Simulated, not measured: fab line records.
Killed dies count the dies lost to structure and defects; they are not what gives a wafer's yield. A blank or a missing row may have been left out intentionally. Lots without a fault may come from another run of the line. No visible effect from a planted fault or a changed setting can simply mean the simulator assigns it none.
The tool behind it: which one?    flow sky130    33 wafers sampled from 11 lots at 1 step of a route of 708

== WHAT EACH GAUGE READ, for each wafer ==
SKY_VIA3_RS_MEAS_22: a four-point-probe measurement.
lot   measured      on            VIA3_W_RS (ohm/sq)
L479  day 40 00:19  filmMetro-01  0.294 0.294 0.292
L481  day 40 11:53  filmMetro-04  0.293 0.291 0.293
L483  day 41 04:03  filmMetro-02  0.299 0.298 0.299
L484  day 41 09:19  filmMetro-04  0.299 0.299 0.298
L486  day 42 05:54  filmMetro-01  0.294 0.288 0.295
L489  day 43 21:59  filmMetro-04  0.294 0.294 0.294
L493  day 44 15:20  filmMetro-04  0.300 0.295 0.295
L496  day 45 02:14  filmMetro-02  0.294 0.295 0.292
L498  day 45 10:06  filmMetro-02  0.300 0.302 0.300
L499  day 45 12:32  filmMetro-04  0.300 0.292 0.294
L500  day 46 00:41  filmMetro-01  0.292 0.296 0.296

== TOOL THAT RAN EACH LOT (tool first, then ch and the chambers of the sampled wafers, then the start) ==
No process step before these readings appears in the record.

== THE ANSWER, worked out from the rows above alone ==
Rule: usual is defined by the lots themselves. Put in order of their means at a reading, lots are off if they are a third of the lots or fewer, leave a main group of 4 or more, and stand apart from it by a gap of 3 or more times the standard deviation of the main group's means; of several such gaps the widest counts. Not used: any main group whose means are identical at the precision the tables above print for the reading. A lot without any number at a reading at which 4 lots or more have one is off too. Where the step has rows for the other lots, those lots are counted as sound.
No lot is off at any reading shown: from this, nothing can be told.

== WHAT THE SIMULATOR PUT IN ==
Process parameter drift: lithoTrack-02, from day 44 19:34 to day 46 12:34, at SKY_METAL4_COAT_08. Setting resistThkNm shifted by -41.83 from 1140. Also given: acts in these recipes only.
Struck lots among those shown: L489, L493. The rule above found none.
